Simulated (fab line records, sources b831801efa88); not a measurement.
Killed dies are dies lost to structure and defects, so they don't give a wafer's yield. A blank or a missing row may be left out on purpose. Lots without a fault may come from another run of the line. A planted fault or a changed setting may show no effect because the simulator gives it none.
Tool commonality check | flow sky130 | 11 lots, 33 wafers sampled

WHY IT WAS OPENED
At SKY_NWELL_RS_MEAS_29 the reading NWELL_RS is flagged on 2 of 11 lots. Wafers without a fault read 625.6 ohm/sq, standard deviation 1.9.
Rule: a lot is flagged when every wafer of it that has a number lies more than 4 standard deviations from that mean, or none has a number. The other lots count as sound.

lot  | measured    | on            | NWELL_RS (ohm/sq), wafer by wafer | flag
L819 | day 6 02:58 | film_metro-04 | 625.7 623.8 623.0                 |
L820 | day 6 11:10 | film_metro-03 | 622.0 623.3 622.0                 |
L821 | day 6 14:39 | film_metro-04 | 625.2 625.0 624.1                 |
L822 | day 6 17:07 | film_metro-02 | 623.7 623.7 620.7                 |
L824 | day 7 03:52 | film_metro-03 | 627.7 627.0 627.0                 |
L825 | day 7 04:41 | film_metro-02 | 624.8 623.8 622.9                 |
L826 | day 7 14:59 | film_metro-02 | 625.8 626.4 625.7                 |
L827 | day 7 21:17 | film_metro-04 | 627.3 627.7 625.7                 |
L828 | day 7 23:36 | film_metro-04 | 627.4 625.6 628.7                 |
L832 | day 8 19:42 | film_metro-02 | 652.4 652.2 652.8                 | FLAGGED
L833 | day 9 04:07 | film_metro-04 | 656.8 657.3 657.2                 | FLAGGED
The numbers of the flagged lots are 654.8 ohm/sq on average: +29.2 ohm/sq against the usual, or +15 standard deviations.

WHICH TOOL RAN EACH LOT
The record holds 4 process steps before the reading, out of a route of 708 steps. In each cell: the tool, then ch and the chambers that the sampled wafers went through, then the start.
lot  | flag    | SKY_FIELD_ISO_ETCH_15             | SKY_FIELD_ISO_STRIP_16              | SKY_NWELL_IMPLANT_11           | SKY_NWELL_RTA_28
L819 |         | rie_diel-03 ch 2,3, day 2 09:57   | plasma_asher-03 ch 0,1, day 2 10:01 | implanter-02 ch 0, day 5 07:42 | rtp_anneal-01 ch 0, day 6 02:52
L820 |         | rie_diel-01 ch 0,1,2, day 2 14:10 | plasma_asher-01 ch 0,1, day 2 14:16 | implanter-03 ch 0, day 5 15:17 | rtp_anneal-01 ch 0, day 6 11:04
L821 |         | rie_diel-02 ch 1,3, day 2 21:56   | plasma_asher-02 ch 0,1, day 2 22:00 | implanter-01 ch 0, day 5 18:19 | rtp_anneal-02 ch 0, day 6 14:33
L822 |         | rie_diel-01 ch 0,1,3, day 3 08:45 | plasma_asher-01 ch 0,1, day 3 08:49 | implanter-01 ch 0, day 5 21:10 | rtp_anneal-01 ch 0, day 6 17:01
L824 |         | rie_diel-02 ch 0,2,3, day 3 18:45 | plasma_asher-01 ch 0,1, day 3 18:49 | implanter-03 ch 0, day 6 07:57 | rtp_anneal-01 ch 0, day 7 03:46
L825 |         | rie_diel-03 ch 0,1, day 3 18:52   | plasma_asher-02 ch 0,1, day 3 18:55 | implanter-02 ch 0, day 6 08:36 | rtp_anneal-02 ch 0, day 7 04:35
L826 |         | rie_diel-03 ch 0,1, day 4 03:17   | plasma_asher-03 ch 0,1, day 4 03:21 | implanter-03 ch 0, day 6 18:46 | rtp_anneal-02 ch 0, day 7 14:53
L827 |         | rie_diel-03 ch 0,1, day 4 06:10   | plasma_asher-02 ch 0,1, day 4 06:13 | implanter-02 ch 0, day 7 00:19 | rtp_anneal-01 ch 0, day 7 21:11
L828 |         | rie_diel-01 ch 1,2, day 4 08:43   | plasma_asher-03 ch 0,1, day 4 08:49 | implanter-03 ch 0, day 7 02:26 | rtp_anneal-02 ch 0, day 7 23:30
L832 | FLAGGED | rie_diel-01 ch 0,1,3, day 5 06:44 | plasma_asher-03 ch 0,1, day 5 06:48 | implanter-01 ch 0, day 7 22:11 | rtp_anneal-01 ch 0, day 8 19:36
L833 | FLAGGED | rie_diel-01 ch 0,1, day 5 12:10   | plasma_asher-02 ch 0,1, day 5 12:16 | implanter-01 ch 0, day 8 06:20 | rtp_anneal-02 ch 0, day 9 04:01
What these steps do:
- SKY_FIELD_ISO_ETCH_15: etches the open film in CHF3/O2, stops on Si, target depth 180 nm, time 72 s.
- SKY_FIELD_ISO_STRIP_16: strips in O2/N2.
- SKY_NWELL_IMPLANT_11
- SKY_NWELL_RTA_28: time 30 s.
- SKY_NWELL_RS_MEAS_29: measures by four-point-probe.

FLAGGED OVER TOTAL, TOOL BY TOOL (the gauges that took the reading come last)
step                   | tool            | lots run | flagged | share of the flagged lots | sound lots run after its first flagged lot
SKY_FIELD_ISO_ETCH_15  | rie_diel-01     | 5        | 2       | all                       | 0
SKY_FIELD_ISO_ETCH_15  | rie_diel-02     | 2        | 0       | none                      | -
SKY_FIELD_ISO_ETCH_15  | rie_diel-03     | 4        | 0       | none                      | -
SKY_FIELD_ISO_STRIP_16 | plasma_asher-01 | 3        | 0       | none                      | -
SKY_FIELD_ISO_STRIP_16 | plasma_asher-02 | 4        | 1       | some                      | 0
SKY_FIELD_ISO_STRIP_16 | plasma_asher-03 | 4        | 1       | some                      | 0
SKY_NWELL_IMPLANT_11   | implanter-01    | 4        | 2       | all                       | 0
SKY_NWELL_IMPLANT_11   | implanter-02    | 3        | 0       | none                      | -
SKY_NWELL_IMPLANT_11   | implanter-03    | 4        | 0       | none                      | -
SKY_NWELL_RTA_28       | rtp_anneal-01   | 6        | 1       | some                      | 0
SKY_NWELL_RTA_28       | rtp_anneal-02   | 5        | 1       | some                      | 0
SKY_NWELL_RS_MEAS_29   | film_metro-02   | 4        | 1       | some                      | 0
SKY_NWELL_RS_MEAS_29   | film_metro-03   | 2        | 0       | none                      | -
SKY_NWELL_RS_MEAS_29   | film_metro-04   | 5        | 1       | some                      | 0

WHAT THE TABLE ALLOWS
2 rows of the table ran every flagged lot: rie_diel-01 at SKY_FIELD_ISO_ETCH_15, implanter-01 at SKY_NWELL_IMPLANT_11.
- rie_diel-01 at SKY_FIELD_ISO_ETCH_15: 2 of its 5 lots flagged. Its last sound lot is L828 (day 4 08:43), its first flagged lot L832 (day 5 06:44): a fault that began between those two fits.
- implanter-01 at SKY_NWELL_IMPLANT_11: 2 of its 4 lots flagged. Its last sound lot is L822 (day 5 21:10), its first flagged lot L832 (day 7 22:11): a fault that began between those two fits. Its own readings lie more than 4 standard deviations out on every wafer of the flagged lots: beam_energy_keV.
Counting lots can't tell these 2 tools apart, because each fits a fault that began at some hour. More lots, or a look at what each step does to the wafer, might.

WHAT THE SIMULATOR HAD PUT IN
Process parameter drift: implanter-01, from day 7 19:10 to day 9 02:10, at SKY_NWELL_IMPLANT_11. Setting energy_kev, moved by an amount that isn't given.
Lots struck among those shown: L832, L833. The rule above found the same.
